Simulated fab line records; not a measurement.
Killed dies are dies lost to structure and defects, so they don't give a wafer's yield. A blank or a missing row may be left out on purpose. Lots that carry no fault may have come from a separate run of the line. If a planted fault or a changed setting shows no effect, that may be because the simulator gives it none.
Problem report, 8D (eight disciplines) form, completed by code || flow sky130 || the parts of the form that need people (team, actions taken, sign-off) are left out

1. THE ISSUE
Wafers without a fault read 178 s, standard deviation 3.1; run-length-s at SKY_NWELL_CLEAN_27 reads a mean of 100 s on 6 wafers belonging to 2 lots. That puts it -25 standard deviations away from the usual mean.
The step: cleans in SC1/SC2, time 150 s.
Seen first at day 7 17:31 on wet-bench-03, wafer L546.2. The record holds 42 wafers of 14 lots with a number at this step. Rule for "out" (also "out of limits"): further than 4 standard deviations from the usual mean. The rest of the wafers with a number are treated as sound.

2. WHAT THIS IS AND IS NOT
{"question": "which readings at this step", "is": "run-length-s", "is not": "-"}
{"question": "which lots", "is": "L546, L547", "is not": "L536, L537, L538, L541, L542, L545, L553, L554, L555, L557, L558, L559"}
{"question": "which wafers of those lots", "is": "all that have a number", "is not": "-"}
{"question": "read on which tools", "is": "wet-bench-03", "is not": "wet-bench-01, wet-bench-02"}
{"question": "when", "is": "from day 7 17:31", "is not": "up to then (18 sound wafers); but 18 sound wafers of L553, L554, L555, L557, L558, L559 came after"}

3. SUSPECTS, AND WHAT RULES EACH OUT
Counting: a tool at any process step up to the reading remains a suspect when it ran all the lots that are out and ran no sound lot after the first of those.
- wet-bench-03 at SKY_NWELL_CLEAN_27 (cleans in SC1/SC2, time 150 s): ruled out as a lasting fault. Sound lots L558, L559 ran on it after its first lot that is out, L546 (day 7 17:31).
Left after counting: nothing in the record.

4. THE CAUSE (what the simulator had put in)
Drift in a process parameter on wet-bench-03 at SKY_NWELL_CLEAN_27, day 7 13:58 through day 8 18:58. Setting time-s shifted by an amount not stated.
Counting ruled it out, wrongly.

5. THE CHAIN OF EFFECTS, in route order
One row per reading whose mean, taken over the struck wafers that have a number, lies over 3 standard deviations from the usual. Scope: only readings with a usual standard deviation given in the record; hours: median across lots of the time from each lot's start at the first step in this table that gives one to its start at this step; sigmas: change in usual standard deviations.
{"hours": 0, "step": "SKY_NWELL_CLEAN_27", "reading": "run-length-s", "usual": "178 s", "on struck wafers": 100, "change": -78, "sigmas": -25}
It contains these process steps:
- SKY_NWELL_CLEAN_27: cleans in SC1/SC2, time 150 s.
Later measuring or inspecting steps at which every struck wafer that the step has a row for has a number for every such reading, and none has moved that far: SKY_VIA1_CD_MEAS_12, SKY_CAPM_THK_MEAS_04.

6. HOW IT WOULD HAVE BEEN CAUGHT EARLIER
In this record the first reading out of limits was taken at day 7 17:31, 4 hours after the fault began at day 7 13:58.
